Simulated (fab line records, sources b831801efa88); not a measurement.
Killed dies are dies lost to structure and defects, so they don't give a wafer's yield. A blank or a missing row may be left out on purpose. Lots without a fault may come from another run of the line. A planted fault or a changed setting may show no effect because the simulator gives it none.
One fault seen from 2 desks | flow gf180mcu | each desk has only its own numbers; what lay behind them comes last

THE METROLOGY DESK
What the gauges read, lot by lot, whatever tool the lot ran on: means of the sampled wafers that have a number. A lot is out of limits, marked OUT, if its mean lies more than 4 standard deviations from the usual mean; the brackets give that distance.
Columns: A = V3_CVD_00_THK at GF_V3_THK_MEAS_01, usual 603 nm; B = cd_nm at GF_M4_CD_MEAS_14, usual 280.2 nm
lot  | first seen here | A   | B
L632 | day 21 02:52    | 601 | 279.7
L634 | day 22 02:11    | 604 | 280.0
L635 | day 22 12:29    | 607 | 279.2
L637 | day 23 06:25    | 601 | 279.7
L638 | day 23 16:34    | 608 | 279.7
L639 | day 23 23:13    | 595 | 281.4
L640 | day 24 07:14    | 599 | 280.1
L642 | day 25 00:35    | 593 | 281.3
L643 | day 25 09:53    | 609 | 279.7
L644 | day 25 17:01    | 605 | 280.9
L649 | day 27 10:18    | 606 | 279.3
L651 | day 27 21:50    | 607 | 281.1
L652 | day 28 03:25    | 604 | 280.1
This desk's finding: nothing out of limits on any of the 13 lots.

THE TOOL OWNER'S DESK: rie_metal-03
The tool's own readings at GF_M1_METAL_ETCH_16 (etches the open film in Cl2/BCl3, stops on SiO2, target depth 627.5 nm, time 104.6 s): means of the sampled wafers that have a number, for each lot that ran on this tool. A lot is out of limits, marked OUT, if its mean lies more than 4 standard deviations from the usual mean; the brackets give that distance.
Columns: A = bias_w at GF_M1_METAL_ETCH_16, usual 139.9 W; B = drypump_motor_current_A at GF_M1_METAL_ETCH_16, usual 5.7 A; C = mfc_cl2_sccm at GF_M1_METAL_ETCH_16, usual 80.01 sccm; D = oes_product_au at GF_M1_METAL_ETCH_16, usual 0.972 a.u.; E = throttle_valve_pct at GF_M1_METAL_ETCH_16, usual 28.249 %
lot  | first seen here | A     | B   | C     | D     | E
L634 | day 17 20:19    | 139.9 | 5.8 | 79.91 | 0.965 | 28.258
L637 | day 19 02:35    | 139.5 | 5.6 | 80.01 | 0.965 | 28.256
L638 | day 19 11:07    | 139.6 | 5.6 | 79.94 | 0.978 | 28.238
L640 | day 20 03:59    | 140.3 | 5.8 | 80.11 | 0.971 | 28.250
L642 | day 20 22:34    | 140.0 | 5.8 | 80.56 | 0.978 | 28.242
L649 | day 23 13:00    | 139.4 | 5.9 | 80.10 | 0.969 | 28.254
L652 | day 24 09:28    | 140.0 | 5.8 | 79.97 | 0.965 | 28.244
This desk's finding: nothing out of limits on any of the 7 lots.

PUT TOGETHER
The metrology desk saw nothing out of limits.
The tool owner's desk saw nothing out of limits.

WHAT THE SIMULATOR HAD PUT IN
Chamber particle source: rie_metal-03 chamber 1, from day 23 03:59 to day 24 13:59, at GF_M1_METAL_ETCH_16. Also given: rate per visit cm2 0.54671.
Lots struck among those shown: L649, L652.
